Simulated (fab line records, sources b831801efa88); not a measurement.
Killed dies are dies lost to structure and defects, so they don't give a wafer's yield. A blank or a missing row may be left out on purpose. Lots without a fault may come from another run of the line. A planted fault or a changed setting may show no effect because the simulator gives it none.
Which tool did it? | flow sky130 | 6 lots, 18 wafers sampled, at 1 step of a route of 708

WHAT THE GAUGES READ, wafer by wafer
SKY_LDD_LDN_OVL_MEAS_07.
lot  | measured     | on         | LDD_LDN_OVL (nm)
L383 | day 24 08:20 | overlay-01 | 1.1 -1.5 -2.3
L387 | day 25 12:46 | overlay-01 | -2.0 -1.7 2.2
L390 | day 27 01:41 | overlay-01 | -0.4 -1.4 -2.1
L392 | day 27 18:05 | overlay-02 | 0.0 1.0 -1.6
L403 | day 31 06:09 | overlay-02 | 0.6 -1.5 -1.1
L405 | day 31 17:26 | overlay-01 | 1.4 -1.2 -1.5

WHICH TOOL RAN EACH LOT (tool, then ch and the chambers of the sampled wafers, then the start)
The record holds no process step before these readings.

THE ANSWER, worked out from the rows above alone
Rule: what is usual is taken from the lots themselves. Put in order of their means at a reading, lots are off if they are a third of the lots or fewer, leave a main group of 4 or more, and stand apart from it by a gap of 3 or more times the standard deviation of the main group's means; of several such gaps the widest counts. A main group whose means are all the same, to the digits that the tables above print for the reading, isn't used. A lot without any number at a reading at which 4 lots or more have one is off too. The other lots that the step has rows for count as sound.
No lot is off at any reading shown: from this, nothing can be told.

WHAT THE SIMULATOR HAD PUT IN
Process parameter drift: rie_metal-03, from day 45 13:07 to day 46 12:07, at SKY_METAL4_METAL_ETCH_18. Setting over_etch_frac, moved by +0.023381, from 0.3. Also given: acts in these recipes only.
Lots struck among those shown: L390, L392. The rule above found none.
